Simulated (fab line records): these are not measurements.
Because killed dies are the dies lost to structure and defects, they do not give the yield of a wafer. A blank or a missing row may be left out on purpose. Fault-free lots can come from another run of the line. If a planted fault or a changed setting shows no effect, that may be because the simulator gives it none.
fab line records -- flow sky130
record: lots: 11, wafers: 33, last-day: 51
route steps=708 shown POLY_GATE@231 METAL4@634 METAL5@661 PAD_OPEN@708
lots that met no fault: taken from a fault-free run of the same line
start-h: the number of hours between the record's first day and the start of the first shown wafer of the lot -- wait-h: hours from the lot's prior step to this one -- " repeats the value in the row above -- L1.1+2: a row that stands for several wafers -- - no value, or no start given -- * or withheld: withheld -- < > ~ a bound
route shown NAME@n: names a module that has steps shown in the file, with the first one's number in the route -- usual: mean and standard deviation over wafers with no fault -- same: alike in all rows -- chamber/n: place in a boat -- sites: the reading at each site -- _std_site: standard deviation across them -- _edge_site: outer sites' mean less inner sites' -- radius-mm: how far each site lies from the wafer's centre -- mask NAME#n: copy n -- behind: the last tool/chamber to shape the wafer -- hold: why the lot went on hold/how many hours it stayed there/how the hold came to an end -- device: the n, p or np transistor that did not switch -- end of line: tests run on the same wafers once the route is complete -- a step without rows: its recipe alone -- killed: dies lost to structure and defects at the first sort, not the wafer's yield -- map: a wafer's dies, marking killed ones x, the rest . and places with no die _
set.NAME: the setting as run; set.NAME@STEP: as run at that earlier step -- model.NAME: the simulator's own value behind a step, which no gauge read
steps of the route over a sample of lots; a table a step, a row a wafer
services: a tool's chamber out of use, with start hour (start-h, from the record's first day; less than 0 if before it), hours out, and reason
== steps ==
step: SKY_POLY_GATE_ETCH_17
recipe: target-depth-nm: 180, stop-on: SiO2, over-etch-frac: 0.56667, chemistry: HBr/Cl2, target: poly-Si, icp-w: 400, bias-w: 100, pressure-mtorr: 10, HBr_flow_sccm: 150, Cl2_flow_sccm: 50, time-s: 70.5
usual: HBr_flow_sccm: 150.1/0.49, chamber-pressure-mTorr: 9.999/0.0092, drypump-motor-current-A: 5.7/0.42, oes-product-au: 0.988/0.007, rf-fwd-power-W: 397.0/1.4, throttle-valve-pct: 33.684/0.0092
lot.wafer,tool,chamber,start-h,wait-h,HBr_flow_sccm,chamber-pressure-mTorr,drypump-motor-current-A,oes-product-au,rf-fwd-power-W,rf-hours-counter-h,throttle-valve-pct
L530.1,rie-si-01,1,395.54,0.0,150.6,10.006,5.8,0.977,394.9,23,33.689
L530.3,rie-si-01,3,395.54,0.0,149.3,10.005,5.7,0.982,397.1,40,33.677
L530.5,rie-si-01,0,395.54,0.0,150.5,10.010,5.4,0.979,396.5,-,33.667
L531.2,rie-si-01,3,410.14,0.0,149.9,9.980,5.6,0.991,394.8,40,33.680
L531.5,rie-si-01,1,410.14,0.0,149.8,9.991,5.8,0.988,395.2,-,33.690
L531.6,rie-si-01,0,410.14,0.0,149.8,9.997,5.4,0.993,395.3,-,33.694
L532.3,rie-si-02,3,410.33,0.0,150.8,9.982,5.0,0.989,398.4,2,33.682
L532.4,rie-si-02,1,410.33,0.0,150.2,10.011,6.1,0.991,396.7,34,33.685
L532.5,rie-si-02,2,410.33,0.0,149.8,9.993,4.9,0.987,398.2,-,33.700
L533.2,rie-si-02,2,421.32,0.0,150.3,9.987,4.9,0.989,399.0,59,33.684
L533.3,rie-si-02,3,421.32,0.0,149.9,9.999,5.0,0.987,398.0,2,33.680
L533.6,rie-si-02,3,421.32,0.0,150.2,10.016,5.0,0.984,398.5,-,33.685
L537.1,rie-si-01,2,454.64,0.0,150.1,10.004,5.9,0.988,398.4,7,33.693
L537.3,rie-si-01,1,454.64,0.0,149.9,10.016,5.8,0.988,397.0,24,33.693
L537.6,rie-si-01,2,454.64,0.0,150.6,10.019,5.9,0.980,397.9,-,33.688
L538.2,rie-si-01,0,459.69,0.0,150.9,10.017,5.4,0.982,397.1,3,33.680
L538.4,rie-si-01,3,459.69,0.0,150.3,9.986,5.7,0.994,397.6,40,33.695
L538.6,rie-si-01,2,459.69,0.0,150.0,10.007,5.9,0.990,398.3,-,33.690
L540.4,rie-si-01,1,475.99,0.1,149.9,9.989,5.8,0.964,395.0,-,33.689
L540.5,rie-si-01,2,475.99,0.1,149.8,10.006,5.9,0.968,399.9,-,33.696
L540.6,rie-si-01,3,475.99,0.1,149.3,10.005,5.7,0.968,397.2,-,33.687
L545.1,rie-si-02,2,517.43,0.0,150.7,9.991,4.9,0.970,399.2,0,33.677
L545.3,rie-si-02,3,517.43,0.0,150.3,9.996,5.0,1.000,396.9,3,33.683
L545.4,rie-si-02,0,517.43,0.0,149.9,9.995,6.3,0.986,397.0,2,33.681
L548.2,rie-si-01,1,545.33,0.0,150.1,9.985,5.8,0.997,396.1,24,33.688
L548.3,rie-si-01,3,545.33,0.0,149.4,10.004,5.7,1.002,396.0,41,33.686
L548.5,rie-si-01,3,545.33,0.0,149.6,10.003,5.7,0.993,396.0,-,33.685
L550.1,rie-si-01,2,571.37,0.0,149.3,9.997,5.9,0.982,396.0,7,33.681
L550.3,rie-si-01,0,571.37,0.0,150.5,10.008,5.4,0.988,397.8,3,33.693
L550.6,rie-si-01,2,571.37,0.0,149.4,9.997,5.9,0.990,396.9,-,33.680
L552.4,rie-si-01,2,578.91,0.1,150.1,9.992,5.9,0.990,396.3,-,33.696
L552.5,rie-si-01,1,578.91,0.1,149.9,10.006,5.8,0.991,397.6,-,33.685
L552.6,rie-si-01,0,578.91,0.1,149.7,10.011,5.4,0.992,397.1,-,33.693
step: SKY_METAL4_METAL_ETCH_18
recipe: target-depth-a: 8450, stop-on: SiO2, over-etch-frac: 0.3, time-s: 183.1, chemistry: Cl2/BCl3, resist-sidewall-deg: 88, pressure-mtorr: 10, icp-w: 900, bias-w: 48.5, Cl2_flow_sccm: 60, bcl3-flow-sccm: 30
usual: chamber-pressure-mTorr: 10.000/0.009, drypump-motor-current-A: 5.7/0.49, oes-product-au: 0.865/0.0061, rf-fwd-power-W: 897.6/2.8, throttle-valve-pct: 22.263/0.0093
lot.wafer,tool,chamber,start-h,wait-h,chamber-pressure-mTorr,drypump-motor-current-A,oes-product-au,rf-fwd-power-W,rf-hours-counter-h,throttle-valve-pct
L530.1,rie-metal-03,1,1011.45,0.0,10.013,5.1,0.860,897.6,6,22.253
L530.3,rie-metal-03,0,1011.45,0.0,10.015,5.1,0.868,898.9,-,22.260
L530.5,rie-metal-03,0,1011.45,0.0,10.006,5.2,0.866,898.0,-,22.269
L531.2,rie-metal-04,1,1023.44,0.0,9.996,5.6,0.875,894.1,13,22.273
L531.5,rie-metal-04,1,1023.44,0.0,10.013,5.6,0.865,895.0,-,22.249
L531.6,rie-metal-04,0,1023.44,0.0,10.004,6.3,0.859,898.8,-,22.278
L532.3,rie-metal-03,0,1024.15,0.1,9.982,5.2,0.873,895.2,-,22.284
L532.4,rie-metal-03,1,1024.15,0.1,9.999,5.1,0.866,900.1,-,22.263
L532.5,rie-metal-03,0,1024.15,0.1,9.999,5.2,0.862,897.6,-,22.246
L533.2,rie-metal-04,1,1034.13,0.0,9.993,5.6,0.873,896.8,14,22.266
L533.3,rie-metal-04,1,1034.13,0.0,9.987,5.6,0.862,895.2,-,22.261
L533.6,rie-metal-04,1,1034.13,0.0,10.012,5.6,0.876,898.5,-,22.262
L537.1,rie-metal-04,0,1056.10,0.0,9.998,6.3,0.872,899.7,21,22.257
L537.3,rie-metal-04,1,1056.10,0.0,10.027,5.6,0.861,900.1,-,22.257
L537.6,rie-metal-04,0,1056.10,0.0,9.990,6.3,0.859,897.8,-,22.246
L538.2,rie-metal-04,0,1060.79,0.0,9.992,6.3,0.865,900.3,21,22.250
L538.4,rie-metal-04,0,1060.79,0.0,10.010,6.3,0.862,902.1,-,22.263
L538.6,rie-metal-04,1,1060.79,0.0,9.999,5.5,0.866,895.9,-,22.267
L540.4,rie-metal-04,0,1073.13,0.1,10.007,6.3,0.865,896.5,-,22.263
L540.5,rie-metal-04,0,1073.13,0.1,10.019,6.3,0.859,899.6,-,22.272
L540.6,rie-metal-04,1,1073.13,0.1,10.002,5.6,0.852,899.2,-,22.265
L545.1,rie-metal-02,0,1101.31,0.0,9.993,6.1,0.869,896.4,8,22.264
L545.3,rie-metal-02,0,1101.31,0.0,9.990,6.1,0.864,895.7,-,22.265
L545.4,rie-metal-02,1,1101.31,0.0,9.986,6.3,0.869,891.9,-,22.254
L548.2,rie-metal-04,1,1121.65,0.0,9.997,5.5,0.857,896.0,20,22.249
L548.3,rie-metal-04,0,1121.65,0.0,9.994,6.3,0.872,896.2,-,22.267
L548.5,rie-metal-04,1,1121.65,0.0,9.997,5.5,0.868,895.2,-,22.280
L550.1,rie-metal-04,1,1137.53,0.0,9.997,5.5,0.863,893.0,22,22.271
L550.3,rie-metal-04,1,1137.53,0.0,9.998,5.6,0.855,896.0,-,22.257
L550.6,rie-metal-04,1,1137.53,0.0,9.999,5.6,0.860,893.3,-,22.262
L552.4,rie-metal-03,0,1144.70,0.1,9.999,5.1,0.864,892.4,-,22.264
L552.5,rie-metal-03,1,1144.70,0.1,10.005,5.2,0.870,902.9,-,22.258
L552.6,rie-metal-03,0,1144.70,0.1,10.006,5.1,0.859,899.6,-,22.265
step: SKY_METAL5_SPUTTER_00
recipe: material: Ti, target-thk-nm: 15, power-w: 3000, time-s: 10, chamber-pressure-pa: 0.4
usual: throttle-valve-pct: 30.2/1.1
lot.wafer,tool,chamber,start-h,wait-h,throttle-valve-pct
L530.1,pvd-sputter-01,-,1037.02,0.2,30.2
L530.3,pvd-sputter-01,-,1037.02,0.2,31.8
L530.5,pvd-sputter-01,-,1037.02,0.2,31.4
L531.2,pvd-sputter-04,-,1049.19,0.2,31.6
L531.5,pvd-sputter-04,-,1049.19,0.2,29.9
L531.6,pvd-sputter-04,-,1049.19,0.2,30.0
L532.3,pvd-sputter-01,-,1049.49,0.1,31.8
L532.4,pvd-sputter-01,-,1049.49,0.1,28.5
L532.5,pvd-sputter-01,-,1049.49,0.1,31.7
L533.2,pvd-sputter-01,-,1059.59,0.1,30.0
L533.3,pvd-sputter-01,-,1059.59,0.1,31.7
L533.6,pvd-sputter-01,-,1059.59,0.1,28.9
L537.1,pvd-sputter-04,-,1080.89,0.1,31.4
L537.3,pvd-sputter-04,-,1080.89,0.1,30.1
L537.6,pvd-sputter-04,-,1080.89,0.1,31.7
L538.2,pvd-sputter-01,-,1085.34,0.2,31.7
L538.4,pvd-sputter-01,-,1085.34,0.2,28.8
L538.6,pvd-sputter-01,-,1085.34,0.2,31.8
L540.4,pvd-sputter-01,-,1098.05,0.1,28.7
L540.5,pvd-sputter-01,-,1098.05,0.1,30.6
L540.6,pvd-sputter-01,-,1098.05,0.1,31.7
L545.1,pvd-sputter-01,-,1124.72,0.1,28.7
L545.3,pvd-sputter-01,-,1124.72,0.1,28.8
L545.4,pvd-sputter-01,-,1124.72,0.1,30.4
L548.2,pvd-sputter-04,-,1144.09,0.2,29.6
L548.3,pvd-sputter-04,-,1144.09,0.2,31.7
L548.5,pvd-sputter-04,-,1144.09,0.2,30.7
L550.1,pvd-sputter-01,-,1159.47,0.1,30.4
L550.3,pvd-sputter-01,-,1159.47,0.1,31.3
L550.6,pvd-sputter-01,-,1159.47,0.1,30.4
L552.4,pvd-sputter-01,-,1166.06,0.2,29.1
L552.5,pvd-sputter-01,-,1166.06,0.2,28.8
L552.6,pvd-sputter-01,-,1166.06,0.2,28.5
step: SKY_METAL5_METAL_ETCH_15
recipe: target-depth-a: 12600, stop-on: SiO2, over-etch-frac: 0.188, time-s: 252, chemistry: Cl2/BCl3, resist-sidewall-deg: 86, pressure-mtorr: 10, icp-w: 900, bias-w: 48.5, Cl2_flow_sccm: 60, bcl3-flow-sccm: 30
usual: chamber-pressure-mTorr: 10.000/0.0083, drypump-motor-current-A: 5.6/0.43, oes-product-au: 0.900/0.0051, rf-fwd-power-W: 897.8/2.4, throttle-valve-pct: 22.266/0.0095
lot.wafer,tool,chamber,start-h,wait-h,chamber-pressure-mTorr,drypump-motor-current-A,oes-product-au,rf-fwd-power-W,rf-hours-counter-h,throttle-valve-pct
L530.1,rie-metal-01,0,1059.74,0.0,9.987,5.9,0.903,896.1,10,22.261
L530.3,rie-metal-01,1,1059.74,0.0,9.998,5.4,0.901,895.3,-,22.271
L530.5,rie-metal-01,1,1059.74,0.0,9.999,5.3,0.893,897.9,-,22.248
L531.2,rie-metal-03,0,1071.85,0.1,9.995,5.1,0.889,896.6,-,22.279
L531.5,rie-metal-03,0,1071.85,0.1,10.008,5.1,0.903,895.4,-,22.282
L531.6,rie-metal-03,0,1071.85,0.1,10.003,5.1,0.898,899.2,-,22.265
L532.3,rie-metal-02,1,1071.96,0.1,10.004,6.2,0.895,903.4,-,22.264
L532.4,rie-metal-02,0,1071.96,0.1,9.996,6.1,0.899,893.1,-,22.258
L532.5,rie-metal-02,0,1071.96,0.1,10.020,6.1,0.895,896.5,-,22.271
L533.2,rie-metal-02,1,1081.38,0.0,10.002,6.3,0.897,896.9,19,22.266
L533.3,rie-metal-02,0,1081.38,0.0,9.994,6.1,0.910,898.0,-,22.252
L533.6,rie-metal-02,0,1081.38,0.0,10.001,6.1,0.890,898.0,-,22.262
L537.1,rie-metal-03,1,1102.24,0.0,9.999,5.1,0.904,897.3,11,22.248
L537.3,rie-metal-03,0,1102.24,0.0,10.003,5.1,0.896,897.8,-,22.266
L537.6,rie-metal-03,1,1102.24,0.0,10.008,5.2,0.894,900.1,-,22.252
L538.2,rie-metal-03,1,1106.63,0.0,10.001,5.1,0.900,899.4,12,22.269
L538.4,rie-metal-03,0,1106.63,0.0,9.995,5.1,0.903,898.7,-,22.279
L538.6,rie-metal-03,1,1106.63,0.0,10.007,5.2,0.899,896.0,-,22.251
L540.4,rie-metal-01,0,1118.41,0.1,10.007,5.9,0.898,898.0,-,22.273
L540.5,rie-metal-01,1,1118.41,0.1,9.992,5.4,0.906,892.9,-,22.264
L540.6,rie-metal-01,0,1118.41,0.1,9.992,5.9,0.906,900.7,-,22.275
L545.1,rie-metal-02,0,1144.89,0.0,9.985,6.1,0.900,896.0,11,22.261
L545.3,rie-metal-02,0,1144.89,0.0,10.001,6.1,0.900,898.9,-,22.269
L545.4,rie-metal-02,1,1144.89,0.0,10.002,6.2,0.894,895.9,-,22.262
L548.2,rie-metal-01,0,1162.89,0.0,9.991,5.9,0.903,899.5,18,22.258
L548.3,rie-metal-01,0,1162.89,0.0,10.004,5.9,0.909,894.5,-,22.272
L548.5,rie-metal-01,1,1162.89,0.0,9.996,5.4,0.902,894.6,-,22.274
L550.1,rie-metal-01,1,1177.83,0.0,10.001,5.3,0.892,900.1,7,22.264
L550.3,rie-metal-01,0,1177.83,0.0,9.989,5.9,0.894,897.7,-,22.260
L550.6,rie-metal-01,1,1177.83,0.0,9.987,5.4,0.891,898.6,-,22.281
L552.4,rie-metal-01,1,1184.16,0.1,9.987,5.3,0.892,900.1,-,22.266
L552.5,rie-metal-01,1,1184.16,0.1,9.996,5.4,0.900,902.7,-,22.252
L552.6,rie-metal-01,0,1184.16,0.1,9.997,5.9,0.905,897.6,-,22.259
step: SKY_PAD_OPEN_PROBE_99
usual: killed_at_M0_to_M3: 43/7.5, killed_at_M4_up: 3.2/1.9, killed-at-contacts: 24/5.6, killed-at-front-end: 15/4.8, killed-at-other: 0.2/0.54, killed-dies: 86/11, killed-open: 47/7.6, killed-short: 39/7.1
same: gross-dies: 492, killed-at-back-side: 0
lot.wafer,tool,chamber,start-h,wait-h,killed_at_M0_to_M3,killed_at_M4_up,killed-at-contacts,killed-at-front-end,killed-at-other,killed-dies,killed-open,killed-short
L537.1,prober-02,-,1146.30,0.1,38,2,29,54,1,124,47,38
L537.3,prober-02,-,1146.40,0.2,48,2,34,15,0,99,53,46
L537.6,prober-02,-,1146.55,0.2,31,4,21,60,0,116,42,30
L538.2,prober-01,-,1150.70,0.1,65,2,17,8,0,92,48,44
L538.4,prober-01,-,1150.80,0.2,46,1,18,13,2,80,47,33
L538.6,prober-01,-,1150.90,0.2,39,4,23,50,0,116,41,38
L540.4,prober-01,-,1161.36,0.2,37,4,27,15,0,83,50,33
L540.5,prober-01,-,1161.41,0.2,35,3,14,56,0,108,44,24
L540.6,prober-01,-,1161.46,0.2,28,2,32,15,0,77,45,32
killed by level:class
L537.1 POLY_GATE:unspecified=39 CONTACT:geometric-particle:open=11 CONTACT:geometric-particle:short=9 VIA1:geometric-particle:open=9 FIELD_ISO:geometric-particle:open=7 VIA2:geometric-particle:open=7 VIA1:geometric-particle:short=5 LI_CONTACT:geometric-particle:open=5
L537.3 CONTACT:geometric-particle:open=13 VIA1:geometric-particle:short=9 VIA1:geometric-particle:open=8 VIA3:geometric-particle:open=8 LI_CONTACT:geometric-particle:open=6 VIA2:geometric-particle:open=5 CONTACT:geometric-particle:short=5 VIA3:geometric-particle:short=5
L537.6 POLY_GATE:unspecified=44 LI_CONTACT:geometric-particle:open=10 VIA3:geometric-particle:open=8 FIELD_ISO:geometric-particle:open=6 VIA2:geometric-particle:open=5 CONTACT:geometric-particle:open=4 CONTACT:geometric-particle:short=4 VIA1:geometric-particle:short=4
L538.2 VIA1:geometric-particle:open=16 METAL2:geometric-particle:short=9 METAL1:geometric-particle:short=8 VIA3:geometric-particle:open=7 VIA2:geometric-particle:open=7 LI_CONTACT:geometric-particle:open=6 CONTACT:geometric-particle:open=6 VIA1:geometric-particle:short=4
L538.4 CONTACT:geometric-particle:open=9 VIA3:geometric-particle:open=9 VIA1:geometric-particle:open=8 METAL1:geometric-particle:short=7 VIA1:geometric-particle:short=6 FIELD_ISO:geometric-particle:open=5 METAL2:geometric-particle:short=4 VIA2:geometric-particle:open=4
L538.6 POLY_GATE:unspecified=37 VIA1:geometric-particle:open=9 LI_CONTACT:geometric-particle:open=7 VIA1:geometric-particle:short=5 VIA2:geometric-particle:open=5 METAL1:geometric-particle:short=4 LOCAL_INTERCONNECT:geometric-particle:short=4 CONTACT:geometric-particle:open=4
L540.4 LI_CONTACT:geometric-particle:open=10 VIA1:geometric-particle:open=9 VIA2:geometric-particle:open=7 CONTACT:geometric-particle:open=7 VIA3:geometric-particle:open=7 FIELD_ISO:geometric-particle:short=6 METAL1:geometric-particle:short=6 METAL4:geometric-particle:short=4
L540.5 POLY_GATE:unspecified=40 VIA1:geometric-particle:open=18 POLY_GATE:geometric-particle:open=7 CONTACT:geometric-particle:open=5 VIA2:geometric-particle:open=5 CONTACT:geometric-particle:short=4 METAL1:geometric-particle:short=4 METAL4:geometric-particle:short=3
L540.6 CONTACT:geometric-particle:open=12 CONTACT:geometric-particle:short=6 LI_CONTACT:geometric-particle:open=6 FIELD_ISO:geometric-particle:open=5 POLY_GATE:geometric-particle:short=5 POLY_GATE:geometric-particle:open=4 LI_CONTACT:geometric-particle:short=4 METAL1:geometric-particle:short=4
== services ==
tool,chamber,start-h,hours,kind
pvd-sputter-01,-,415.88,0.9,repair
rie-metal-04,1,431.28,4.4,repair
rie-metal-04,-,448.05,0.7,repair
rie-si-01,0,464.41,76.2,repair
rie-metal-04,0,498.69,17.0,repair
rie-metal-04,-,530.05,14.6,pm
pvd-sputter-01,-,601.51,1.9,repair
rie-metal-04,1,607.03,6.0,repair
pvd-sputter-01,-,643.21,9.7,repair
pvd-sputter-01,-,657.12,39.4,repair
pvd-sputter-01,-,714.30,1.2,repair
pvd-sputter-01,-,776.04,2.4,repair
rie-metal-04,-,804.12,1.2,repair
rie-si-01,0,837.12,12.6,repair
rie-si-01,1,879.53,4.8,repair
rie-metal-04,-,888.27,0.5,repair
rie-si-01,-,906.77,0.3,repair
rie-si-01,0,920.56,5.0,repair
rie-si-01,1,937.73,3.8,repair
rie-si-01,3,999.75,11.8,repair
rie-si-01,-,1006.80,0.3,repair
pvd-sputter-01,-,1018.39,15.8,repair
pvd-sputter-01,-,1110.11,2.6,repair
rie-si-01,1,1115.48,2.8,repair
== key ==
first-sign: step: SKY_PAD_OPEN_PROBE_99, reading: killed-at-front-end, direction: up, sigmas: 8.4, usual: 15, struck: 55
effect: step: SKY_PAD_OPEN_PROBE_99, reading: killed-dies, direction: up, sigmas: 2.8, usual: 86, struck: 116
met-at SKY_POLY_GATE_ETCH_17
struck-lots L537,L538,L540
struck-wafers L537.1,L537.6,L538.6,L540.5
tester-left-out L537,L538,L540
not-acting-at SKY_METAL4_METAL_ETCH_18,SKY_METAL5_SPUTTER_00,SKY_METAL5_METAL_ETCH_15
fault: kind: chamber-particle-source, tool: rie-si-01, chamber: 2, onset-h: 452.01, steps: SKY_POLY_GATE_ETCH_17, rate-per-visit-cm2: 1.1087, end-h: 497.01
tester-left-out: of these lots the tester's yield and bins aren't shown, on N5 and GAA mostly nor the transistor test; their killed dies are dies lost to structure and defects alone, not to doping, threshold or leakage, so they don't give the yield
